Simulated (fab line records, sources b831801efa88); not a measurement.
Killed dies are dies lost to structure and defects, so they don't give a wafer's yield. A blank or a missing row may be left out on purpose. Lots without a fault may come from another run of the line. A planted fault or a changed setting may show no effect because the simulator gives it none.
Chamber matching | flow sky130 | SKY_VIA3_CMP_02 on cmp-02: 4 sister chambers
The step polishes SiO2. 4 wafers are shown with their chamber, then 12 later ones without.

WAFERS WITH THEIR CHAMBER
wafer  | chamber | motor_current_A (A)
L083.6 | 1       | 12.1
L084.4 | 3       | 12.0
L088.4 | 0       | 10.5
L088.5 | 2       | 12.3

WAFERS WITHOUT THEIR CHAMBER
wafer  | motor_current_A (A)
L091.1 | 10.1
L091.3 | 11.9
L091.6 | 11.6
L093.2 | 12.1
L093.3 | 10.1
L093.4 | 12.5
L096.1 | 11.9
L096.4 | 9.3
L096.6 | 10.1
L097.1 | 11.8
L097.3 | 12.8
L097.4 | 10.1

WHICH CHAMBER EACH WENT THROUGH
wafer  | from the rows above               | in truth
L091.1 | 0                                 | 0
L091.3 | can't be placed: 3 or 1 or 2      | 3
L091.6 | can't be placed: 3 or 1 or 2 or 0 | 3
L093.2 | can't be placed: 1 or 3 or 2      | 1
L093.3 | 0                                 | 0
L093.4 | can't be placed: 2 or 1 or 3      | 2
L096.1 | can't be placed: 3 or 1 or 2      | 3
L096.4 | 0                                 | 0
L096.6 | 0                                 | 0
L097.1 | can't be placed: 3 or 1 or 2      | 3
L097.3 | can't be placed: 2 or 1 or 3      | 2
L097.4 | 0                                 | 0
Placed correctly: 5 of 12. Can't be placed from these rows: 7 (the true chamber is among the candidates in 7). Placed wrongly: 0.
How it was worked out, from the rows above alone: a wafer's distance from a chamber is the root of the sum, over the readings, of the square of ((its reading less the chamber's mean) divided by the reading's scatter). The wafer belongs to the nearest chamber; if the next one is less than 2 further off, it can't be placed. A chamber's mean is the mean of its shown wafers. The scatter: with one shown wafer a chamber, the root of the mean of the squares of how far each hidden wafer lies from its nearest shown one.
